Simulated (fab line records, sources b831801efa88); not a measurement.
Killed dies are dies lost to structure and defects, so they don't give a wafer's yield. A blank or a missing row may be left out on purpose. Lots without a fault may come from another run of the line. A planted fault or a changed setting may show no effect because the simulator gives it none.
A struck lot beside a sound one | flow sky130 | 16 steps out of a route of 708
Sound: wafers L712.2, L712.3, L712.4. Struck: wafers L719.1, L719.2, L719.4. The cause comes at the end.
At each step with rows: each side's tool, then ch and its chambers, then its first start. Under that, the readings that differ: sound wafers | struck wafers | difference of the means | sigmas: that difference in standard deviations of wafers without a fault.
alike: readings whose means differ by less than 2 such deviations, and words and numbers that are the same on both sides. not compared: withheld readings, readings that some wafer has no value for, bounds like >300 that may hide the same value, and numbers for which the record gives no deviation and whose values overlap.
The two part at a step that has a row with sigmas, a row that says differs or no value, or rows on one side only. Numbers that don't overlap but have no deviation are shown without sigmas and don't part them. A reading that every wafer of one side lacks parts them only if that side has two wafers or more.

first, 4 steps without rows for these wafers: SKY_RES_XHIGH_EXPOSE_04 (exposes mask URPM, target cd 1270 nm); SKY_RES_XHIGH_PEB_05; SKY_RES_XHIGH_DEVELOP_06 (develop time 60 s); SKY_RES_XHIGH_IMPLANT_07.
SKY_RES_XHIGH_STRIP_08: strips in O2/N2.
  sound on plasma_asher-02 ch 0,1, day 27 19:56; struck on plasma_asher-04 ch 0,1, day 30 00:31
  alike: drypump_motor_current_A, o2_flow_sccm, oes_product_au, strip_time_to_endpoint_s
  not compared: rf_hours_counter_h
SKY_RES_XHIGH_TW_MEAS_09:
  sound on film_metro-01, day 27 20:02; struck on film_metro-02, day 30 00:37
  alike: RES_XHIGH_TW
then, 6 steps without rows for these wafers: SKY_SD_N_DEHYDRATE_00 (time 60 s); SKY_SD_N_HMDS_01 (prime time 60 s); SKY_SD_N_COAT_02 (resist thk 1140 nm); SKY_SD_N_SOFTBAKE_03 (time 60 s); SKY_SD_N_EXPOSE_04 (exposes mask NSDM, target cd 380 nm); SKY_SD_N_PEB_05.
SKY_SD_N_DEVELOP_06: develop time 60 s.
  sound on litho_track-04 ch 0, day 28 23:49; struck on litho_track-04 ch 0, day 31 03:59
  reading              | sound             | struck            | difference | sigmas
  developer_temp_C (C) | 23.04 23.07 22.86 | 20.52 20.70 20.64 | -2.37      | -22
SKY_SD_N_CD_MEAS_07: target cd 380 nm.
  sound on cd_sem-02, day 28 23:58; struck on cd_sem-02, day 31 04:08
  reading    | sound             | struck            | difference | sigmas
  cd_nm (nm) | 381.6 382.5 382.4 | 386.6 389.2 388.0 | +5.8       | +3
SKY_SD_N_OVL_MEAS_08:
  sound on overlay-02, day 29 00:04; struck on overlay-02, day 31 04:16
  alike: SD_N_OVL
SKY_PAD_OPEN_PROBE_99:
  the record has rows for the sound wafers here (prober-02, day 46 17:31) and none for the struck ones

WHERE THEY PART
First at SKY_SD_N_DEVELOP_06; last, within this record, at SKY_PAD_OPEN_PROBE_99.

WHY: what the simulator had put in
Process parameter drift: litho_track-04, from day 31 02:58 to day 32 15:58, at SKY_SD_N_DEVELOP_06. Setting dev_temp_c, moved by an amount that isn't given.
